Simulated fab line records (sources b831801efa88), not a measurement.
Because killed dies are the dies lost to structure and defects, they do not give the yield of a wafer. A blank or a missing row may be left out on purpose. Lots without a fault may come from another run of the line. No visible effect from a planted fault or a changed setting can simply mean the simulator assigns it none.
8D (eight disciplines) problem report, filled in by code ; flow sky130 ; the parts of the form that need people (team, actions taken, sign-off) are left out

== 1. THE PROBLEM ==
METAL2_ALCU_RS at SKY_METAL2_RS_MEAS_05 reads a mean of 0.0822 ohm/sq on 2 wafers of 1 lot; wafers without a fault read 0.1269 ohm/sq with a standard deviation of 0.001. That puts it -45 standard deviations away from the usual mean.
The step: measures by four-point-probe.
The first sign was on wafer L983.4 at day 35 22:07, on film-metro-01. Wafers with a number at this step in the record: 30, from 10 lots. Rule for "out" (also "out of limits"): further than 4 standard deviations from the usual mean. Any other wafer with a number is counted as sound.

== 2. WHAT IT IS AND WHAT IT IS NOT ==
question;is;is not
which readings at this step;METAL2_ALCU_RS;-
which lots;L983;L100, L977, L978, L981, L993, L996, L997, L998, L999
which wafers of those lots;L983.4, L983.5;L983.3
read on which gauges;film-metro-01;film-metro-02, film-metro-04
when;from day 35 22:07;"up to then (10 sound wafers); but 18 sound wafers of L100, L993, L996, L997, L998, L999 came after"

== 3. SUSPECTS, AND WHAT RULES EACH OUT ==
Counting: if a tool at a process step up to the reading ran every lot that is out, it stays a suspect. Sound lots after the first of them don't rule it out here, since some wafers of a struck lot are sound.
- ruled out: the gauge at SKY_METAL2_RS_MEAS_05. All the wafers that are out were read on film-metro-01, but those of them that SKY_METAL2_METAL_ETCH_19 has rows for are out there too, on other tools.
- pvd-sputter-02 at SKY_METAL1_SPUTTER_00 (material Ti, target thk 15 nm, time 10 s): kept. It processed L983, the lot that is out, at day 33 13:53, and its most recent sound lot before then was L981 at day 32 21:19.
- pvd-sputter-01 at SKY_METAL2_SPUTTER_02 (material AlCu, target thk 250 nm, time 13.3 s): kept. It processed L983, the lot that is out, at day 35 21:59, and its most recent sound lot before then was L978 at day 33 21:10.
Remaining after the count are pvd-sputter-02 at SKY_METAL1_SPUTTER_00 and pvd-sputter-01 at SKY_METAL2_SPUTTER_02.

== 4. THE CAUSE (what the simulator had put in) ==
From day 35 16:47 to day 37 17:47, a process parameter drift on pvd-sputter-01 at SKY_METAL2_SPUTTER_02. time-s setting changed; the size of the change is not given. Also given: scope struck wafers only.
After counting, 2 suspects remain, this tool included.

== 5. THE CHAIN OF EFFECTS, in route order ==
Each row: a reading whose mean over the struck wafers that have a number lies more than 3 standard deviations from the usual. Readings are gone through only where the record gives a usual standard deviation; hours: the median, over the lots, of the time from a lot's start at the first step in this table giving one to that lot's start at this step; sigmas: the change measured in usual standard deviations.
hours;step;reading;usual;on struck wafers;change;sigmas
0;SKY_METAL2_RS_MEAS_05;METAL2_ALCU_RS;0.1269 ohm/sq;0.0822;-0.0447;-45
0;SKY_METAL2_THK_MEAS_06;METAL2_ALCU_THK;250.4 nm;383.2;+132.8;+53
26;SKY_METAL2_METAL_ETCH_19;oes-product-au;0.853 a.u.;1.006;+0.153;+28
272;SKY_PAD_OPEN_PROBE_99;defect-limited-yield;82.2 %;0.1;-82.1;-43
272;SKY_PAD_OPEN_PROBE_99;killed_at_M0_to_M3;45;452;+406;+56
272;SKY_PAD_OPEN_PROBE_99;killed-dies;88;492;+404;+43
272;SKY_PAD_OPEN_PROBE_99;killed-on-rim;17;96;+79;+18
272;SKY_PAD_OPEN_PROBE_99;sort_bin_5_function;10.5 %;90.8;+80.3;+54
272;SKY_PAD_OPEN_PROBE_99;sort-n-pass;404;0;-404;-43
272;SKY_PAD_OPEN_PROBE_99;sort-yield-pct;82.2 %;0.1;-82.1;-43
The process steps in it:
- SKY_METAL2_METAL_ETCH_19: etches the open film in Cl2/BCl3, stops on SiO2, target depth 360 nm, time 78 s.
- SKY_PAD_OPEN_PROBE_99

== 6. HOW IT WOULD HAVE BEEN CAUGHT EARLIER ==
Counted from the fault's start at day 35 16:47, it took 5 hours until the first out-of-limits reading at a measuring or inspecting step in this record, taken at day 35 22:07.
Of the tool readings at SKY_METAL2_SPUTTER_02 for which the record gives a usual standard deviation, none was out on any struck wafer, so an alarm limit of 4 standard deviations on them would not have fired.
By day 35 22:07 the whole set of lots that are out, 1 in number, had already begun SKY_METAL2_SPUTTER_02 on pvd-sputter-01. A hold on the tool at that time would have spared none of them.
